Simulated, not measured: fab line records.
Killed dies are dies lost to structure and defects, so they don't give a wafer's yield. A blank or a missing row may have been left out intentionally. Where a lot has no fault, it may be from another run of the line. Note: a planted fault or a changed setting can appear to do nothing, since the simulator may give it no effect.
Shared-tool check / flow gf180mcu / Sampled: 11 lots, 33 wafers

== WHY THIS WAS OPENED ==
2 of 11 lots carry a flag on the reading PSD_TW at GF_PSD_TW_MEAS_11. Fault-free wafers read 3200, with a standard deviation of 13.
Rule: a lot is flagged when every wafer of it that has a number lies more than 4 standard deviations from that mean, or none has a number. The other lots count as sound.

lot=L318; measured=day 14 05:40; on=film metro-03; PSD_TW, wafer by wafer=3196 3197 3183; flag=
lot=L320; measured=day 14 20:14; on=film metro-03; PSD_TW, wafer by wafer=3179 3192 3207; flag=
lot=L321; measured=day 15 01:17; on=film metro-02; PSD_TW, wafer by wafer=3190 3181 3183; flag=
lot=L322; measured=day 15 14:02; on=film metro-03; PSD_TW, wafer by wafer=3193 3193 3201; flag=
lot=L324; measured=day 16 07:40; on=film metro-02; PSD_TW, wafer by wafer=3208 3202 3212; flag=
lot=L331; measured=day 18 23:20; on=film metro-01; PSD_TW, wafer by wafer=3210 3226 3190; flag=
lot=L332; measured=day 19 06:13; on=film metro-02; PSD_TW, wafer by wafer=3377 3389 3414; flag=FLAGGED
lot=L333; measured=day 19 13:22; on=film metro-02; PSD_TW, wafer by wafer=3399 3390 3392; flag=FLAGGED
lot=L335; measured=day 20 07:19; on=film metro-02; PSD_TW, wafer by wafer=3185 3202 3207; flag=
lot=L340; measured=day 21 19:04; on=film metro-02; PSD_TW, wafer by wafer=3197 3214 3197; flag=
lot=L341; measured=day 22 06:43; on=film metro-03; PSD_TW, wafer by wafer=3189 3196 3202; flag=
Average over the flagged lots: 3394; offset from the usual +194, equal to +15 standard deviations.

== WHICH TOOL EACH LOT WENT THROUGH ==
2 process steps preceding the reading are held in the record, out of 602 steps in the route. Read each cell as the tool, then ch plus the chambers that the sampled wafers visited, then the start.
lot=L318; flag=; GF_PSD_IMPLANT_09=implanter-02 ch 0, day 14 05:25; GF_PSD_STRIP_10=plasma asher-01 ch 0,1, day 14 05:34
lot=L320; flag=; GF_PSD_IMPLANT_09=implanter-04 ch 0, day 14 20:00; GF_PSD_STRIP_10=plasma asher-03 ch 0,1, day 14 20:08
lot=L321; flag=; GF_PSD_IMPLANT_09=implanter-02 ch 0, day 15 01:02; GF_PSD_STRIP_10=plasma asher-03 ch 0,1, day 15 01:11
lot=L322; flag=; GF_PSD_IMPLANT_09=implanter-02 ch 0, day 15 13:48; GF_PSD_STRIP_10=plasma asher-01 ch 0,1, day 15 13:56
lot=L324; flag=; GF_PSD_IMPLANT_09=implanter-04 ch 0, day 16 07:26; GF_PSD_STRIP_10=plasma asher-03 ch 0,1, day 16 07:34
lot=L331; flag=; GF_PSD_IMPLANT_09=implanter-02 ch 0, day 18 23:05; GF_PSD_STRIP_10=plasma asher-01 ch 0,1, day 18 23:14
lot=L332; flag=FLAGGED; GF_PSD_IMPLANT_09=implanter-04 ch 0, day 19 06:00; GF_PSD_STRIP_10=plasma asher-02 ch 0,1, day 19 06:07
lot=L333; flag=FLAGGED; GF_PSD_IMPLANT_09=implanter-04 ch 0, day 19 13:08; GF_PSD_STRIP_10=plasma asher-02 ch 0,1, day 19 13:16
lot=L335; flag=; GF_PSD_IMPLANT_09=implanter-02 ch 0, day 20 07:04; GF_PSD_STRIP_10=plasma asher-02 ch 0,1, day 20 07:11
lot=L340; flag=; GF_PSD_IMPLANT_09=implanter-02 ch 0, day 21 18:49; GF_PSD_STRIP_10=plasma asher-03 ch 0,1, day 21 18:58
lot=L341; flag=; GF_PSD_IMPLANT_09=implanter-04 ch 0, day 22 06:29; GF_PSD_STRIP_10=plasma asher-03 ch 0,1, day 22 06:37
What these steps do:
- GF_PSD_IMPLANT_09
- GF_PSD_STRIP_10: strips in O2/N2.
- GF_PSD_TW_MEAS_11

== FLAGGED AGAINST TOTAL, ONE TOOL AT A TIME (gauges that did the reading follow at the end) ==
step=GF_PSD_IMPLANT_09; tool=implanter-02; lots run=6; flagged=0; share of the flagged lots=none; sound lots run after its first flagged lot=-
step=GF_PSD_IMPLANT_09; tool=implanter-04; lots run=5; flagged=2; share of the flagged lots=all; sound lots run after its first flagged lot=1 (L341)
step=GF_PSD_STRIP_10; tool=plasma asher-01; lots run=3; flagged=0; share of the flagged lots=none; sound lots run after its first flagged lot=-
step=GF_PSD_STRIP_10; tool=plasma asher-02; lots run=3; flagged=2; share of the flagged lots=all; sound lots run after its first flagged lot=1 (L335)
step=GF_PSD_STRIP_10; tool=plasma asher-03; lots run=5; flagged=0; share of the flagged lots=none; sound lots run after its first flagged lot=-
step=GF_PSD_TW_MEAS_11; tool=film metro-01; lots run=1; flagged=0; share of the flagged lots=none; sound lots run after its first flagged lot=-
step=GF_PSD_TW_MEAS_11; tool=film metro-02; lots run=6; flagged=2; share of the flagged lots=all; sound lots run after its first flagged lot=2 (L335,L340)
step=GF_PSD_TW_MEAS_11; tool=film metro-03; lots run=4; flagged=0; share of the flagged lots=none; sound lots run after its first flagged lot=-

== WHAT THE TABLE ALLOWS ==
3 rows of the table ran every flagged lot: implanter-04 at GF_PSD_IMPLANT_09, plasma asher-02 at GF_PSD_STRIP_10, film metro-02 at GF_PSD_TW_MEAS_11.
- implanter-04 at GF_PSD_IMPLANT_09 ran 5 lots, 2 of them flagged. Lots that were sound ran on it after the first flagged one (L341); a persistent fault on the entire tool would not allow that. Its own readings lie more than 4 standard deviations out on every wafer of the flagged lots: dose ions cm2, faraday current uA.
- plasma asher-02 at GF_PSD_STRIP_10 ran 3 lots, 2 of them flagged. Lots that were sound ran on it after the first flagged one (L335); a persistent fault on the entire tool would not allow that. Its own readings lie more than 4 standard deviations out on every wafer of the flagged lots: oes product au, strip time to endpoint s.
- film metro-02 at GF_PSD_TW_MEAS_11 ran 6 lots, 2 of them flagged. Lots that were sound ran on it after the first flagged one (L335, L340); a persistent fault on the entire tool would not allow that.
None of the table's rows ran every flagged lot and, after the first, no sound lot.

== WHAT THE SIMULATOR HAD INSERTED ==
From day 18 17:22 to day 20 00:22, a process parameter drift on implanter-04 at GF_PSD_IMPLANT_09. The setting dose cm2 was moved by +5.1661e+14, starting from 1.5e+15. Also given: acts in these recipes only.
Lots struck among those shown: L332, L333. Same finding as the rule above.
